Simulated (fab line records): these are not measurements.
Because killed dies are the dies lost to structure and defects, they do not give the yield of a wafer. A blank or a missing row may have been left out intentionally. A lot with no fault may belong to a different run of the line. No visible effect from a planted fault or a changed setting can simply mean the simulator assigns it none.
Problem report, 8D (eight disciplines) form, completed by code :: flow sky130 :: the parts of the form that need people (team, actions taken, sign-off) are left out

== 1. THE PROBLEM ==
bias_w at SKY_VIA2_ETCH_15 reads a mean of 1264 W on 1 wafer of 1 lot; wafers without a fault read 1201 W with a standard deviation of 3.3. That puts it +19 standard deviations away from the usual mean.
The step: etches SiO2 in C4F8/O2/Ar, stops on TiN, target depth 546 nm, time 84 s.
First seen on wafer L629.6, day 43 12:18, on rie_diel-01. The record has a number at this step for 36 wafers belonging to 12 lots. The rule behind "out" and "out of limits": a value lying over 4 standard deviations away from the usual mean. All remaining wafers that have a number are taken as sound.

== 2. WHAT IT IS, AND WHAT IT ISN'T ==
question: which readings at this step
is: bias_w
is not: oes_product_au

question: which lots
is: L629
is not: L607, L608, L609, L610, L611, L612, L613, L614, L616, L617, L619

question: which wafers of those lots
is: L629.6
is not: L629.3, L629.5

question: read on which tools
is: rie_diel-01
is not: rie_diel-03, rie_diel-04

question: when
is: from day 43 12:18
is not: up to then (35 sound wafers)

== 3. SUSPECTS, AND WHAT RULES EACH OUT ==
Counting: a tool at a process step up to the reading stays a suspect if it ran every lot that is out. Sound lots after the first of them don't rule it out here, since some wafers of a struck lot are sound.
- plasma_asher-01 at SKY_METAL2_STRIP_20 (strips in O2/N2): kept. It ran the lot that is out, L629 (day 42 11:38); its last sound lot up to then is L613 (day 37 18:56).
- rie_diel-01 at SKY_VIA2_ETCH_15 (etches SiO2 in C4F8/O2/Ar, stops on TiN, target depth 546 nm, time 84 s): kept. It ran the lot that is out, L629 (day 43 12:18); its last sound lot up to then is L617 (day 40 09:24). On those wafers its own readings are out: bias_w.
- The sound lot-mates ran in chamber 0 of plasma_asher-01 at SKY_METAL2_STRIP_20, but the wafers that are out ran in chamber 1.
- The sound lot-mates ran in chamber 0 of rie_diel-01 at SKY_VIA2_ETCH_15, but the wafers that are out ran in chamber 1.
Remaining after the count are plasma_asher-01 at SKY_METAL2_STRIP_20 and rie_diel-01 at SKY_VIA2_ETCH_15.

== 4. THE CAUSE (what the simulator had put in) ==
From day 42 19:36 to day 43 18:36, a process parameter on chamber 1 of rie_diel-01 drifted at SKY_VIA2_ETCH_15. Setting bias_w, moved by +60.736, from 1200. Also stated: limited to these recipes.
2 suspects survive the count, and this tool is in that group.

== 5. SEQUENCE OF EFFECTS, ordered by route ==
One row per reading whose mean, taken over the struck wafers that have a number, lies over 3 standard deviations from the usual. Scope: only readings with a usual standard deviation given in the record; hours: median across lots of the time from each lot's start at the first step in this table that gives one to its start at this step; sigmas: change in usual standard deviations.
hours: 0
step: SKY_VIA2_ETCH_15
reading: bias_w
usual: 1201 W
on struck wafers: 1264
change: +63
sigmas: +19
The process steps in it:
- SKY_VIA2_ETCH_15: etches SiO2 in C4F8/O2/Ar, stops on TiN, target depth 546 nm, time 84 s.

== 6. HOW IT WOULD HAVE BEEN CAUGHT EARLIER ==
The fault began at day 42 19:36; the first out-of-limits reading in this record came at day 43 12:18, 17 hours later.
